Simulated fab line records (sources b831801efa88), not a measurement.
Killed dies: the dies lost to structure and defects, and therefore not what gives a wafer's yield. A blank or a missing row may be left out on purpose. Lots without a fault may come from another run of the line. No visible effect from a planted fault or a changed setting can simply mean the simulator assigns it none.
Chamber matching / flow sky130 / SKY_CAPM_CVD_00 on pecvd-02: 3 sister chambers
The step deposits SiO2, target thk 15.5 nm. 14 wafers are shown with their chamber, then 7 later ones without.

## EACH WAFER AND ITS CHAMBER
wafer=L075.2; chamber=0; rf fwd power W (W)=444.6; heater power w (W)=800
wafer=L075.4; chamber=1; rf fwd power W (W)=445.1; heater power w (W)=809
wafer=L075.5; chamber=0; rf fwd power W (W)=443.5; heater power w (W)=793
wafer=L076.1; chamber=1; rf fwd power W (W)=444.3; heater power w (W)=776
wafer=L076.5; chamber=0; rf fwd power W (W)=444.1; heater power w (W)=859
wafer=L076.6; chamber=2; rf fwd power W (W)=445.2; heater power w (W)=773
wafer=L083.2; chamber=1; rf fwd power W (W)=448.7; heater power w (W)=799
wafer=L083.4; chamber=0; rf fwd power W (W)=443.3; heater power w (W)=853
wafer=L083.6; chamber=2; rf fwd power W (W)=444.6; heater power w (W)=793
wafer=L086.1; chamber=1; rf fwd power W (W)=444.6; heater power w (W)=726
wafer=L086.2; chamber=0; rf fwd power W (W)=444.0; heater power w (W)=772
wafer=L086.4; chamber=1; rf fwd power W (W)=442.9; heater power w (W)=741
wafer=L090.2; chamber=1; rf fwd power W (W)=444.4; heater power w (W)=805
wafer=L090.5; chamber=1; rf fwd power W (W)=445.7; heater power w (W)=811

SIGNATURES (averages over the wafers above)
reading=rf fwd power W; chamber 0=443.900; chamber 1=445.100; chamber 2=444.900; scatter within a chamber=1.37
reading=heater power w; chamber 0=815.40; chamber 1=781.00; chamber 2=783.00; scatter within a chamber=34.9
Rule: for each reading, subtract the chamber's mean from the wafer's reading, divide by that reading's scatter and square the result; add these up over the readings and take the root, which gives the wafer's distance from the chamber. The wafer belongs to the nearest chamber; if the next one is less than 2 further off, it can't be placed. The scatter: the root of (the sum of the squares of (reading less its chamber's mean) over the shown wafers, divided by (wafers less chambers)).

## WAFERS WITHOUT THEIR CHAMBER
wafer=L090.6; rf fwd power W (W)=443.0; heater power w (W)=785
wafer=L095.3; rf fwd power W (W)=443.5; heater power w (W)=701
wafer=L095.4; rf fwd power W (W)=444.1; heater power w (W)=751
wafer=L095.5; rf fwd power W (W)=442.7; heater power w (W)=702
wafer=L097.3; rf fwd power W (W)=446.5; heater power w (W)=755
wafer=L097.4; rf fwd power W (W)=446.2; heater power w (W)=783
wafer=L097.5; rf fwd power W (W)=442.8; heater power w (W)=775

## WHICH CHAMBER EACH ONE RAN IN
wafer=L090.6; from the rows above=can't be placed: 0 or 2 or 1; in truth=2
wafer=L095.3; from the rows above=can't be placed: 2 or 1 or 0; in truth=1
wafer=L095.4; from the rows above=can't be placed: 2 or 1 or 0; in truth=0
wafer=L095.5; from the rows above=can't be placed: 2 or 1 or 0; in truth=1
wafer=L097.3; from the rows above=can't be placed: 1 or 2 or 0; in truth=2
wafer=L097.4; from the rows above=can't be placed: 1 or 2 or 0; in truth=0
wafer=L097.5; from the rows above=can't be placed: 0 or 2 or 1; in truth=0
0 of 7 placed correctly. Not placeable from these rows: 7 (in 7, the candidates include the true chamber). Number placed wrongly: 0.
